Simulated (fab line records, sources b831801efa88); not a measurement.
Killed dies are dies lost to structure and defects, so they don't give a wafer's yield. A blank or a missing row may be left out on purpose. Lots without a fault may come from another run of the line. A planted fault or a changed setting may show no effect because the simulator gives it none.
Which tool did it? | flow gf180mcu | 14 lots, 42 wafers sampled, at 5 steps of a route of 602

WHAT THE GAUGES READ, wafer by wafer
GF_V1_BOW_MEAS_05. Usual: V1_BOW 81 um, standard deviation 7.3.
lot  | measured     | on            | V1_BOW (um) | flag
L936 | day 17 04:35 | film_metro-02 | 82 76 79    |
L937 | day 17 13:44 | film_metro-02 | 83 80 93    |
L938 | day 17 16:35 | film_metro-02 | 78 80 76    |
L941 | day 19 08:19 | film_metro-01 | 66 87 75    |
L943 | day 19 16:07 | film_metro-02 | 83 85 80    |
L944 | day 20 08:22 | film_metro-04 | 83 90 91    |
L946 | day 21 01:22 | film_metro-01 | 74 70 89    |
L949 | day 21 20:52 | film_metro-01 | 62 51 49    | OFF
L950 | day 22 05:36 | film_metro-02 | 33 64 59    | OFF
L951 | day 22 17:47 | film_metro-02 | 89 84 86    |
L953 | day 23 06:50 | film_metro-01 | 72 95 93    |
L957 | day 24 16:21 | film_metro-01 | 72 78 93    |
L958 | day 24 18:04 | film_metro-02 | 74 74 79    |
L959 | day 25 05:43 | film_metro-01 | 77 91 86    |

GF_V1_OVL_MEAS_15. Usual: V1_OVL 1 nm, standard deviation 5.9.
lot  | measured     | on         | V1_OVL (nm) | flag
L936 | day 18 04:05 | overlay-02 | 7 11 6      |
L937 | day 18 13:26 | overlay-01 | 2 6 2       |
L938 | day 18 16:16 | overlay-02 | 9 4 0       |
L941 | day 20 09:24 | overlay-01 | -14 -16 3   |
L943 | day 20 16:34 | overlay-02 | -11 4 -6    |
L944 | day 21 08:43 | overlay-02 | 10 -1 -5    |
L946 | day 22 01:15 | overlay-01 | 0 -9 -2     |
L949 | day 22 20:34 | overlay-02 | 5 3 -3      |
L950 | day 23 04:26 | overlay-01 | 7 5 6       |
L951 | day 23 16:22 | overlay-02 | -4 -2 -2    |
L953 | day 24 05:56 | overlay-02 | -1 2 5      |
L957 | day 25 13:16 | overlay-01 | 5 -10 -11   |
L958 | day 25 15:25 | overlay-01 | 2 1 11      |
L959 | day 26 02:43 | overlay-01 | -3 -3 -1    |

GF_V2_CD_MEAS_14: target cd 260 nm. Usual: cd_nm 260.3 nm, standard deviation 1.3.
lot  | measured     | on        | cd_nm (nm)        | flag
L936 | day 20 08:01 | cd_sem-02 | 261.5 262.3 262.1 |
L937 | day 20 16:49 | cd_sem-02 | 258.3 257.8 258.9 |
L938 | day 20 21:48 | cd_sem-01 | 259.7 259.5 260.7 |
L941 | day 22 11:59 | cd_sem-02 | 260.4 260.3 260.0 |
L943 | day 22 19:14 | cd_sem-02 | 260.4 261.3 259.7 |
L944 | day 23 10:31 | cd_sem-02 | 260.7 260.3 261.4 |
L946 | day 24 02:11 | cd_sem-01 | 260.5 260.0 259.6 |
L951 | day 25 14:56 | cd_sem-01 | 260.2 260.1 260.3 |
L953 | day 26 03:52 | cd_sem-01 | 261.7 261.2 260.7 |
L957 | day 27 09:32 | cd_sem-01 | 262.8 262.3 261.7 |
L958 | day 27 11:48 | cd_sem-02 | 261.4 261.1 261.7 |
L959 | day 27 23:05 | cd_sem-02 | 261.9 261.0 260.0 |

WHICH TOOL RAN EACH LOT (tool, then ch and the chambers of the sampled wafers, then the start)
lot  | GF_V1_CVD_00                     | GF_M2_SPUTTER_03
L936 | hdpcvd-02 ch 1,2, day 17 03:59   | pvd_sputter-04, day 18 05:41
L937 | hdpcvd-01 ch 1,2, day 17 13:08   | pvd_sputter-04, day 18 15:04
L938 | hdpcvd-01 ch 0,1,2, day 17 16:00 | pvd_sputter-01, day 18 19:56
L941 | hdpcvd-02 ch 1,2, day 19 07:45   | pvd_sputter-01, day 20 11:22
L943 | hdpcvd-02 ch 0,1, day 19 15:32   | pvd_sputter-01, day 20 18:13
L944 | hdpcvd-01 ch 0,2, day 20 07:48   | pvd_sputter-01, day 21 10:16
L946 | hdpcvd-02 ch 0,2, day 21 00:48   | pvd_sputter-04, day 22 02:50
L949 | hdpcvd-02 ch 1,2, day 21 20:17   | -
L950 | hdpcvd-02 ch 0,1,2, day 22 05:01 | -
L951 | hdpcvd-02 ch 0,1,2, day 22 17:14 | pvd_sputter-01, day 23 17:57
L953 | hdpcvd-01 ch 0,1,2, day 23 06:14 | pvd_sputter-01, day 24 07:34
L957 | hdpcvd-01 ch 1,2, day 24 15:47   | pvd_sputter-01, day 25 14:51
L958 | hdpcvd-01 ch 1,2, day 24 17:29   | pvd_sputter-01, day 25 16:58
L959 | hdpcvd-01 ch 1,2, day 25 05:08   | pvd_sputter-01, day 26 04:16
- GF_V1_CVD_00: deposits SiO2, target thk 600 nm, time 100 s.
- GF_M2_SPUTTER_03: material Ti, target thk 10 nm, time 6.7 s.

WHAT THE TOOLS THEMSELVES READ (means of the sampled wafers that have a number; where no wafer has one, the mark that the record gives instead)
GF_V1_CVD_00. Usual: pressure_mtorr 6.000 mTorr, standard deviation 0.011; run_length_s 128.1 s, standard deviation 0.39.
lot  | tool      | pressure_mtorr (mTorr) | run_length_s (s) | flag
L936 | hdpcvd-02 | 6.008                  | 128.3            |
L937 | hdpcvd-01 | 5.998                  | 127.9            |
L938 | hdpcvd-01 | 5.995                  | 128.0            |
L941 | hdpcvd-02 | 5.994                  | 128.6            |
L943 | hdpcvd-02 | 6.000                  | 128.5            |
L944 | hdpcvd-01 | 6.005                  | 127.9            |
L946 | hdpcvd-02 | 6.007                  | 128.4            |
L949 | hdpcvd-02 | -                      | -                | OFF
L950 | hdpcvd-02 | -                      | -                | OFF
L951 | hdpcvd-02 | 5.998                  | 128.4            |
L953 | hdpcvd-01 | 5.997                  | 128.1            |
L957 | hdpcvd-01 | 6.017                  | 127.8            |
L958 | hdpcvd-01 | 6.001                  | 127.8            |
L959 | hdpcvd-01 | 5.987                  | 128.1            |

GF_M2_SPUTTER_03. Usual: throttle_valve_pct 29.5 %, standard deviation 1.5.
lot  | tool           | throttle_valve_pct (%) | flag
L936 | pvd_sputter-04 | 30.6                   |
L937 | pvd_sputter-04 | 30.1                   |
L938 | pvd_sputter-01 | 29.3                   |
L941 | pvd_sputter-01 | 29.1                   |
L943 | pvd_sputter-01 | 30.0                   |
L944 | pvd_sputter-01 | 29.1                   |
L946 | pvd_sputter-04 | 30.5                   |
L951 | pvd_sputter-01 | 27.7                   |
L953 | pvd_sputter-01 | 27.8                   |
L957 | pvd_sputter-01 | 30.0                   |
L958 | pvd_sputter-01 | 29.8                   |
L959 | pvd_sputter-01 | 29.1                   |

THE ANSWER, worked out from the rows above alone
Rule: a lot is off if the mean of its wafers that have a number lies more than 3 standard deviations from the usual mean. A lot without any number at a reading at which 4 lots or more have one is off too. The other lots that the step has rows for count as sound. The gauges are gone through in route order, then the tools' own readings, and for those a lot's mean is taken as printed above. The first step at which some lot is off is used, and at that step the reading that is off furthest; a lot without a number counts as furthest.
Off: L949, L950, at GF_V1_BOW_MEAS_05 (V1_BOW).
A tool fits if, at a process step before that reading, it ran every lot that is off, and no sound lot after the first of them. The gauges at GF_V1_BOW_MEAS_05 aren't tried: what is off there is off at GF_V1_CVD_00 too, on other tools, and a gauge's error can't cause that. None of those tried fits.

WHAT THE SIMULATOR HAD PUT IN
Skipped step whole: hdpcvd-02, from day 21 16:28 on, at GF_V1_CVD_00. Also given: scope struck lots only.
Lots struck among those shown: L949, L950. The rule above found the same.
